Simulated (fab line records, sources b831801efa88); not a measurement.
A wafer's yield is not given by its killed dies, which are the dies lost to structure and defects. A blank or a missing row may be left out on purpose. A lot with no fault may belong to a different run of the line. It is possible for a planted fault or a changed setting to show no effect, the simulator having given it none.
Matching of chambers	flow gf180mcu	4 sister chambers for GF_SAB_ETCH_11 on rie_diel-02
The step etches SiO2 in C4F8/O2/Ar, target depth 55 nm, time 8.5 s. 4 wafers are shown with their chamber, then 11 later ones without.

## EACH WAFER AND ITS CHAMBER
wafer	chamber	rf_fwd_power_W (W)
L084.1	3	1465
L089.4	2	1481
L090.1	1	1476
L094.1	0	1466

## WAFERS WITHOUT THEIR CHAMBER
wafer	rf_fwd_power_W (W)
L094.5	1471
L094.6	1476
L095.2	1466
L095.4	1469
L095.5	1481
L096.2	1473
L096.4	1459
L096.5	1457
L097.3	1475
L097.4	1474
L097.5	1473

## EACH ONE'S CHAMBER
wafer	from the rows above	in truth
L094.5	can't be placed: 0 or 1 or 3 or 2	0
L094.6	can't be placed: 1 or 2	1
L095.2	can't be placed: 0 or 3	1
L095.4	can't be placed: 0 or 3 or 1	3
L095.5	can't be placed: 2 or 1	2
L096.2	can't be placed: 1 or 0 or 2 or 3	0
L096.4	can't be placed: 3 or 0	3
L096.5	can't be placed: 3 or 0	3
L097.3	can't be placed: 1 or 2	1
L097.4	can't be placed: 1 or 2 or 0 or 3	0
L097.5	can't be placed: 1 or 0 or 2 or 3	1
Correct placement for 0 of the 11. Can't be placed from these rows: 11 (the true chamber is among the candidates in 10). 0 placed wrongly.
How it was worked out, from the rows above alone: a wafer's distance from a chamber is the root of the sum, over the readings, of the square of ((its reading less the chamber's mean) divided by the reading's scatter). The wafer belongs to the nearest chamber; if the next one is less than 2 further off, it can't be placed. The mean given for a chamber averages the wafers shown for that chamber. The scatter: root of mean squared gap, hidden wafer to nearest shown wafer, with one shown wafer a chamber.
